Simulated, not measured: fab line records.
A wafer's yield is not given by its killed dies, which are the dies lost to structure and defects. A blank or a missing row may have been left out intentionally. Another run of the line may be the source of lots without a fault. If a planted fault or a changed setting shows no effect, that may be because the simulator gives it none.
A lot that was struck, set against a sound lot	flow sky130	18 out of 708 route steps
Sound: these wafers, L215.2, L215.4, L215.5. The struck wafers were L204.3, L204.4, L204.6. The cause is given at the end.
At each step with rows: each side's tool, then ch and its chambers, then its first start. Under that, the readings that differ: sound wafers	struck wafers	difference of the means	sigmas: that difference in standard deviations of wafers without a fault.
alike: readings whose means differ by less than 2 such deviations, and words and numbers that are the same on both sides. not compared: withheld readings, readings that some wafer has no value for, bounds like >300 that may hide the same value, and numbers for which the record gives no deviation and whose values overlap.
A row with sigmas, a row that says differs or no value, or rows on one side alone: a step with any of these is where the two part. When numbers do not overlap yet have no deviation, they are printed without sigmas and do not part them. A reading missing from all wafers of one side parts the sides only when that side holds two or more wafers.

first, 1 step without rows for these wafers: SKY_RES_XHIGH_IMPLANT_07.
SKY_RES_XHIGH_STRIP_08: strips in O2/N2.
  sound on plasma asher-01 ch 0,1, day 33 22:51; struck on plasma asher-04 ch 0,1, day 30 20:38
  alike: chamber pressure mTorr, drypump motor current A, oes product au, strip time to endpoint s
  not compared: rf hours counter h
SKY_RES_XHIGH_TW_MEAS_09:
  sound on film metro-02, day 33 22:58; struck on film metro-02, day 30 20:44
  alike: RES_XHIGH_TW
then, 7 steps without rows for these wafers: SKY_SD_N_DEHYDRATE_00 (time 60 s); SKY_SD_N_HMDS_01 (prime time 60 s); SKY_SD_N_COAT_02 (resist thk 1140 nm); SKY_SD_N_SOFTBAKE_03 (time 60 s); SKY_SD_N_EXPOSE_04 (exposes mask NSDM, target cd 380 nm); SKY_SD_N_PEB_05; SKY_SD_N_DEVELOP_06 (develop time 60 s).
SKY_SD_N_CD_MEAS_07: target cd 380 nm.
  sound on cd sem-01, day 35 00:29; struck on cd sem-02, day 32 00:00
  alike: cd nm
SKY_SD_N_OVL_MEAS_08:
  sound on overlay-01, day 35 00:35; struck on overlay-01, day 32 00:05
  alike: SD_N_OVL
SKY_SD_N_IMPLANT_09:
  sound on implanter-01 ch 0, day 35 00:38; struck on implanter-03 ch 0, day 32 00:19
reading	sound	struck	difference	sigmas
beam energy keV	50.002 49.982 50.016	39.796 39.814 39.829	-10.187	-99 or more
model.implant.rp nm (nm)	32.74 32.74 32.74	26.77 26.77 26.77	-5.97	
model.implant.drp nm (nm)	14.11 14.11 14.11	11.92 11.92 11.92	-2.19	
next, for these wafers, 1 step has no rows: SKY_SD_N_IMPLANT_10.
SKY_SD_N_STRIP_11: strips in O2/N2.
  sound on plasma asher-03 ch 0,1, day 35 00:55; struck on plasma asher-01 ch 0,1, day 32 00:35
reading	sound	struck	difference	sigmas
drypump motor current A (A)	5.9 6.2 5.9	5.3 5.4 5.4	-0.6	-2
oes product au (a.u.)	0.525 0.527 0.532	0.549 0.550 0.552	+0.022	+6
strip time to endpoint s (s)	22.59 22.55 22.55	20.97 21.02 20.96	-1.58	-34
  alike: chamber pressure mTorr
  not compared: rf hours counter h
SKY_SD_N_TW_MEAS_12:
  sound on film metro-02, day 35 01:01; struck on film metro-02, day 32 00:58
reading	sound	struck	difference	sigmas
SD_N_TW	4014 4000 4012	3775 3767 3761	-241	-9
  not compared: hold
SKY_SD_N_RTA_14: time 2 s.
  sound on rtp anneal-02 ch 0, day 35 01:12; struck on rtp anneal-01 ch 0, day 32 03:24
  alike: lamp power pct, wafer_temp_C_max
SKY_SD_N_RS_MEAS_16: the measuring method here is four-point-probe.
  sound on film metro-03, day 35 01:23; struck on film metro-02, day 32 04:04
reading	sound	struck	difference	sigmas
SD_N_RS (ohm/sq)	68.45 68.55 68.32	76.39 76.67 76.70	+8.15	+74
  not compared: hold

WHERE THEY PART
At SKY_SD_N_IMPLANT_09 first; at SKY_SD_N_RS_MEAS_16 last (within this record only).

WHY: what had been put in by the simulator
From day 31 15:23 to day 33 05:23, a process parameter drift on implanter-03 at SKY_SD_N_IMPLANT_09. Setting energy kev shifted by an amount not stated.
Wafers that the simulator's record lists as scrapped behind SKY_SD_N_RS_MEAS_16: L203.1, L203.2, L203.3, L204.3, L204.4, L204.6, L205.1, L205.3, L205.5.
